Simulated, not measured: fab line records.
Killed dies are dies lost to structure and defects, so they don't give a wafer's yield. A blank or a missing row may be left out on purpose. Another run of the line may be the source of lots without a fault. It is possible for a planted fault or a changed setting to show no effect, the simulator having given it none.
Struck lot and sound lot, side by side | flow gf180mcu | 15 steps out of a route of 602
Sound: these wafers, L735.1, L735.2, L735.5. Struck: wafer L750.3 (left out: L750.2, L750.5 of the same lot, which were not struck); the cause appears at the end.
Order at every step that has rows: each side's tool, ch and its chambers, its first start. Under that, the readings that differ: sound wafers | struck wafers | difference of the means | sigmas: that difference in standard deviations of wafers without a fault.
alike: same words and numbers on both sides, and readings whose means sit less than 2 such deviations apart. not compared: any withheld reading, any reading some wafer has no value for, any bound like >300 that may hide the same value, and any number with overlapping values for which the record gives no deviation.
The two part at a step that has a row with sigmas, a row that says differs or no value, or rows on one side only. Non-overlapping numbers with no deviation appear without sigmas and do not part them. Lack of a reading on every wafer of one side parts them only where that side has two or more wafers.

GF_V3_ETCH_16: etches BARC in N2/H2.
  sound on rieDiel-03 ch 0,1,3, day 23 04:55; struck on rieDiel-03 ch 0, day 28 07:51
  alike: drypumpMotorCurrentA, n2FlowSccm, oesProductAu, rfFwdPowerW, throttleValvePct
GF_V3_ETCH_17: etches SiO2 in C4F8/O2/Ar, stops on TiN, target depth 635 nm.
  sound: rieDiel-03 ch 0,1,3; struck: rieDiel-03 ch 0
reading             | sound             | struck | difference | sigmas
oesProductAu (a.u.) | 0.852 0.853 0.853 | 0.864  | +0.011     | +2
  alike: rfFwdPowerW
then, 3 steps without rows for these wafers: GF_V3_STRIP_18 (strips in O2/N2); GF_V3_STRIP_19 (strips in post etch residue remover, time 1200 s); GF_V3_CLEAN_20 (cleans in DIW).
GF_V3_SPUTTER_21: material Ti, target thk 15 nm, time 80.02 s.
  struck on pvdSputter-04, day 28 08:31; sound on pvdSputter-04, day 23 05:35
  alike: throttleValvePct
GF_V3_SPUTTER_22: material TiN, target thk 10 nm, time 40 s.
  struck on pvdSputter-04, day 28 08:35; sound on pvdSputter-04, day 23 05:38
  alike: throttleValvePct
then, 1 step without rows for these wafers: GF_V3_CVD_23 (deposits W, target thk 350 nm, time 104.9 s).
GF_V3_RS_MEAS_24: measurement is done with a four-point probe.
  struck on filmMetro-02, day 28 08:45; sound on filmMetro-02, day 23 05:47
reading          | sound             | struck | difference | sigmas
V3_W_RS (ohm/sq) | 0.330 0.335 0.333 | 0.322  | -0.011     | -2
GF_V3_THK_MEAS_25: measures by xrf.
  struck on filmMetro-02, day 28 08:52; sound on filmMetro-02, day 23 05:55
reading       | sound       | struck | difference | sigmas
V3_W_THK (nm) | 366 363 362 | 381    | +17        | +3
then, 2 steps without rows for these wafers: GF_V3_CMP_26 (polishes, stops on SiO2, t overpolish 15 s, target thk 0 nm); GF_M4_SPUTTER_00 (material Ti, target thk 37.5 nm, time 150 s).
GF_M4_SPUTTER_01: material TiN, target thk 30 nm, time 25 s.
  struck on pvdSputter-02, day 28 09:19; sound on pvdSputter-02, day 23 06:22
reading                               | sound             | struck | difference | sigmas
model.TiN_of_M4_SPUTTER_01.thkNm (nm) | 29.71 30.28 30.28 | 20.17  | -9.92      | 
  alike: throttleValvePct
GF_M4_SPUTTER_02: material AlCu, target thk 450 nm, time 23.9 s.
  struck on pvdSputter-02, day 28 09:20; sound on pvdSputter-02, day 23 06:24
  alike: throttleValvePct
-- the record jumps here: 6 days lie between the struck wafers' starts before and after (it left off in module M4 and takes up again in module PASSIVATION, whose first step shown is number 602 of the route) --
GF_PASSIVATION_PROBE_99:
  rows exist in the record for the struck wafers here (prober-02, day 34 02:27), but not for the sound ones

## WHERE THEY PART
Last at GF_PASSIVATION_PROBE_99 as far as this record goes, first at GF_V3_ETCH_17.

WHY: whatever the simulator had introduced
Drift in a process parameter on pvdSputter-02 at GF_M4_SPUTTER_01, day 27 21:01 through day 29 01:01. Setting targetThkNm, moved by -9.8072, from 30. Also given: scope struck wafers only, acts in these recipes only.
